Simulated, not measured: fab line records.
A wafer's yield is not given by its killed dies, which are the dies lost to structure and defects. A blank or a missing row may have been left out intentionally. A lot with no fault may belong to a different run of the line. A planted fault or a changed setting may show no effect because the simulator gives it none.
A lot that was struck, set against a sound lot | flow sky130 | 35 out of 708 route steps
Sound: wafers L174.2, L174.5, L174.6. Struck: wafers L191.1, L191.3, L191.4. The cause is given at the end.
For every step that has rows: the tool of each side, followed by ch and its chambers, followed by its first start. Under that, the readings that differ: sound wafers | struck wafers | difference of the means | sigmas: that difference in standard deviations of wafers without a fault.
alike: words and numbers the same on both sides, and readings whose means are apart by under 2 such deviations; not compared: readings that were withheld, readings missing a value for some wafer, numbers with overlapping values and no deviation given by the record, and bounds like >300 which may hide the same value.
A row with sigmas, a row that says differs or no value, or rows on one side alone: a step with any of these is where the two part. Non-overlapping numbers with no deviation appear without sigmas and do not part them. A reading missing from all wafers of one side parts the sides only when that side holds two or more wafers.

first, 5 steps without rows for these wafers: SKY_METAL5_SOFTBAKE_10 (time 60 s); SKY_METAL5_EXPOSE_11 (exposes mask MM5, target cd 1600 nm); SKY_METAL5_PEB_12; SKY_METAL5_DEVELOP_13 (develop time 60 s); SKY_METAL5_DESCUM_14 (chemistry O2, time 11 s).
SKY_METAL5_METAL_ETCH_15: etches the open film in Cl2/BCl3, stops on SiO2, target depth 1260 nm, time 252 s.
  sound on rie_metal-02 ch 0,1, day 44 12:37; struck on rie_metal-03 ch 0,1, day 48 16:34
  alike: bcl3_flow_sccm, drypump_motor_current_A, mfc_cl2_sccm, oes_product_au, throttle_valve_pct
  not compared: rf_hours_counter_h
SKY_METAL5_STRIP_16: strips in O2/N2.
  sound on plasma_asher-03 ch 0,1, day 44 12:51; struck on plasma_asher-04 ch 0,1, day 48 16:49
  alike: drypump_motor_current_A, oes_product_au, strip_time_to_endpoint_s
  not compared: rf_hours_counter_h
then, 3 steps without rows for these wafers: SKY_METAL5_STRIP_17 (strips in post etch residue remover, time 1200 s); SKY_METAL5_CLEAN_18 (cleans in IPA, time 180 s); SKY_METAL5_CLEAN_19 (cleans in O3/DIW).
SKY_PASSIVATION_CVD_00: deposits SiO2, target thk 90 nm.
  sound on pecvd-03 ch 0,1, day 44 13:28; struck on pecvd-01 ch 0,1,2, day 48 17:24
  alike: heater_power_w
SKY_PASSIVATION_THK_MEAS_01:
  sound on film_metro-04 at day 44 13:30; struck on film_metro-01 at day 48 17:25
  alike: PASSIVATION_CVD_00_THK
SKY_PASSIVATION_CVD_02: deposits Si3N4, target thk 540 nm.
  sound on pecvd-02 ch 0,1,2, day 44 13:33; struck on pecvd-02 ch 0,1, day 48 17:29
  reading                                       | sound             | struck            | difference | sigmas
  model.Si3N4_of_PASSIVATION_CVD_02.thk_nm (nm) | 531.4 532.3 538.8 | 621.4 619.8 626.9 | +88.5      |
  alike: heater_power_w
SKY_PASSIVATION_THK_MEAS_03:
  sound on film_metro-04 at day 44 13:47; struck on film_metro-02 at day 48 17:42
  reading                     | sound       | struck      | difference | sigmas
  PASSIVATION_CVD_02_THK (nm) | 531 533 539 | 621 619 627 | +88        | +12
then, 7 steps without rows for these wafers: SKY_PASSIVATION_DEHYDRATE_04 (time 60 s); SKY_PASSIVATION_HMDS_05 (prime time 60 s); SKY_PASSIVATION_COAT_06 (resist thk 3000 nm); SKY_PASSIVATION_SOFTBAKE_07; SKY_PASSIVATION_EXPOSE_08 (exposes mask NSM, target cd 3000 nm); SKY_PASSIVATION_PEB_09; SKY_PASSIVATION_DEVELOP_10 (develop time 60 s).
SKY_PASSIVATION_ETCH_11: etches the open film in CF4/O2, stops on AlCu, target depth 725 nm, time 161.1 s.
  sound on rie_diel-02 ch 0,1, day 45 11:12; struck on rie_diel-01 ch 0,1,2, day 49 11:18
  reading                                 | sound           | struck            | difference | sigmas
  model.etch.depth_nm (nm)                | 694.6 698 704.6 | 710.6 709.1 717.2 | +13.2      |
  model.PASSIVATION.feature_depth_nm (nm) | 694.6 698 704.6 | 710.6 709.1 717.2 | +13.2      |
  alike: drypump_motor_current_A, oes_product_au, throttle_valve_pct
  not compared: rf_hours_counter_h
SKY_PASSIVATION_STRIP_12: strips in O2/N2.
  sound on plasma_asher-02 ch 0,1, day 45 11:19; struck on plasma_asher-01 ch 0,1, day 49 11:25
  alike: drypump_motor_current_A, oes_product_au, strip_time_to_endpoint_s
  not compared: rf_hours_counter_h
then, 7 steps without rows for these wafers: SKY_PAD_OPEN_DEHYDRATE_00 (time 60 s); SKY_PAD_OPEN_HMDS_01 (prime time 60 s); SKY_PAD_OPEN_COAT_02 (resist thk 3000 nm); SKY_PAD_OPEN_SOFTBAKE_03; SKY_PAD_OPEN_EXPOSE_04 (exposes mask PDM, target cd 60000 nm); SKY_PAD_OPEN_PEB_05; SKY_PAD_OPEN_DEVELOP_06 (develop time 60 s).
SKY_PAD_OPEN_ETCH_07: etches the open film in CF4/O2, stops on AlCu, target depth 725 nm, time 161.1 s.
  sound on rie_diel-03 ch 1,2,3, day 46 08:18; struck on rie_diel-01 ch 1,2,3, day 50 03:47
  reading                              | sound           | struck            | difference | sigmas
  model.PAD_OPEN.feature_depth_nm (nm) | 694.6 698 704.6 | 710.6 709.1 717.2 | +13.2      |
  model.etch.depth_nm (nm)             | 694.6 698 704.6 | 710.6 709.1 717.2 | +13.2      |
  alike: drypump_motor_current_A, oes_product_au, throttle_valve_pct
  not compared: rf_hours_counter_h
SKY_PAD_OPEN_STRIP_08: strips in O2/N2.
  sound on plasma_asher-02 ch 0,1, day 46 08:25; struck on plasma_asher-03 ch 0,1, day 50 03:53
  alike: drypump_motor_current_A, oes_product_au, strip_time_to_endpoint_s
  not compared: rf_hours_counter_h
SKY_PAD_OPEN_STRIP_09: strips in post etch residue remover, time 1200 s.
  sound on wet_bench-02 ch 1, day 46 08:31; struck on wet_bench-01 ch 3, day 50 03:59
  reading                                       | sound         | struck            | difference | sigmas
  model.Si3N4_of_PASSIVATION_CVD_02.thk_nm (nm) | 531 532 538.4 | 621.1 619.5 626.5 | +88.6      |
then, 1 step without rows for these wafers: SKY_PAD_OPEN_CLEAN_10 (cleans in IPA, time 180 s).
SKY_PAD_OPEN_PROBE_99:
  sound on prober-01 at day 46 10:40; struck on prober-02 at day 50 06:07
  alike: defect_limited_yield, killed_at_M0_to_M3, killed_at_M4_up, killed_at_contacts, killed_at_front_end, killed_at_other, killed_dies, killed_open, killed_short, sort_bin_3_pad_short, sort_bin_5_function, sort_bin_6_memory, sort_n_pass, sort_yield_pct

== WHERE THEY PART ==
Within this record, at SKY_PASSIVATION_THK_MEAS_03 only. Later steps at which nothing parts them and some readings are alike: SKY_PASSIVATION_ETCH_11, SKY_PASSIVATION_STRIP_12, SKY_PAD_OPEN_ETCH_07, SKY_PAD_OPEN_STRIP_08, SKY_PAD_OPEN_PROBE_99.

WHY: what the simulator had put in
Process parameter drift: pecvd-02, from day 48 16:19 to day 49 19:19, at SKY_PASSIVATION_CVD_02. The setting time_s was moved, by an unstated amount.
